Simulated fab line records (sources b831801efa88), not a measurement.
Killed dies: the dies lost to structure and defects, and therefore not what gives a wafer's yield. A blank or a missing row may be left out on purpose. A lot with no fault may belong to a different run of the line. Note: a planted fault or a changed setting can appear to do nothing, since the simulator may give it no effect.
Struck lot and sound lot, side by side ; flow sky130 ; 15 steps out of a route of 708
Sound: the wafers L365.2, L365.5, L365.6. Struck: wafer L374.6. (L374.3, L374.4 of the same lot were not struck and are left out.) The cause comes at the end.
Per side, at each step with rows, come the tool, then ch with its chambers, and then its first start. Under that, the readings that differ: sound wafers ; struck wafers ; difference of the means ; sigmas: that difference in standard deviations of wafers without a fault.
alike: readings with means less than 2 such deviations apart, plus words and numbers identical on both sides. not compared: withheld readings, readings lacking a value on some wafer, bounds such as >300 that could conceal the same value, and numbers that have no deviation in the record and whose values overlap.
The two part at a step that has a row with sigmas, a row that says differs or no value, or rows on one side only. When numbers do not overlap yet have no deviation, they are printed without sigmas and do not part them. A reading that every wafer of one side lacks parts them only if that side has two wafers or more.

first, 3 steps without rows for these wafers: SKY_VIA3_STRIP_17 (strips in post etch residue remover, time 1200 s); SKY_VIA3_CLEAN_18 (cleans in IPA, time 180 s); SKY_VIA3_CLEAN_19 (cleans in O3/DIW).
SKY_VIA3_SPUTTER_20: material TiN, target thk 20 nm, time 80 s.
  sound: pvd_sputter-04 at day 40 14:52; struck: pvd_sputter-04 at day 43 00:18
  alike: throttle_valve_pct
SKY_VIA3_CVD_21: deposits W, target thk 390 nm, time 117.31 s.
  sound on cvd_w-02 ch 0,1, day 40 14:55; struck on cvd_w-02 ch 0, day 43 00:24
  alike: heater_power_w, susceptor_temp_C
SKY_VIA3_RS_MEAS_22: the measuring method here is four-point-probe.
  sound: film_metro-03 at day 40 15:04; struck: film_metro-04 at day 43 00:31
  alike: VIA3_W_RS
SKY_VIA3_THK_MEAS_23: measures by xrf.
  sound: film_metro-03 at day 40 15:10; struck: film_metro-04 at day 43 00:37
  alike: VIA3_W_THK
then, 1 step without rows for these wafers: SKY_VIA3_CMP_24 (polishes, stops on SiO2, t overpolish 20 s, target thk 0 nm).
SKY_METAL4_SPUTTER_00: material Ti, target thk 15 nm, time 10 s.
  sound: pvd_sputter-02 at day 40 15:31; struck: pvd_sputter-02 at day 43 00:58
reading;sound;struck;difference;sigmas
throttle_valve_pct (%);28.2 26.5 31.6;26.2;-2.6;-2
SKY_METAL4_SPUTTER_01: material TiN, target thk 20 nm, time 16.7 s.
  sound: pvd_sputter-02 at day 40 15:33; struck: pvd_sputter-02 at day 43 00:59
  alike: throttle_valve_pct
then, 1 step without rows for these wafers: SKY_METAL4_SPUTTER_02 (material AlCu, target thk 735 nm, time 39.1 s).
SKY_METAL4_SPUTTER_03: material Ti, target thk 5 nm, time 3.3 s.
  sound: pvd_sputter-02 at day 40 15:37; struck: pvd_sputter-02 at day 43 01:04
  alike: throttle_valve_pct
SKY_METAL4_SPUTTER_04: material TiN, target thk 70 nm, time 58.3 s.
  sound: pvd_sputter-02 at day 40 15:38; struck: pvd_sputter-02 at day 43 01:05
reading;sound;struck;difference;sigmas
throttle_valve_pct (%);28.8 26.6 31.5;26.2;-2.8;-2
model.TiN_of_METAL4_SPUTTER_04.thk_nm (nm);69.47 70.56 70.01;77.43;+7.42;
then, 1 step without rows for these wafers: SKY_CAP2M_CVD_00 (deposits SiO2, target thk 15.5 nm).
-- the record jumps here: 5 days lie between the struck wafers' starts before and after (it left off in module CAP2M and takes up again in module PAD_OPEN, whose first step shown is number 708 of the route) --
SKY_PAD_OPEN_PROBE_99:
  sound: prober-02 at day 46 14:40; struck: prober-01 at day 48 12:44
reading;sound;struck;difference;sigmas
killed_at_other;0 0 0;1;+1;+2
sort_bin_5_function (%);11.8 10.0 12.0;7.9;-3.4;-2
  alike: defect_limited_yield, killed_at_M0_to_M3, killed_at_M4_up, killed_at_contacts, killed_at_front_end, killed_dies, killed_open, killed_short, sort_bin_3_pad_short, sort_bin_6_memory, sort_n_pass, sort_yield_pct

== WHERE THEY PART ==
First at SKY_METAL4_SPUTTER_00; last, within this record, at SKY_PAD_OPEN_PROBE_99.

WHY: the cause the simulator had injected
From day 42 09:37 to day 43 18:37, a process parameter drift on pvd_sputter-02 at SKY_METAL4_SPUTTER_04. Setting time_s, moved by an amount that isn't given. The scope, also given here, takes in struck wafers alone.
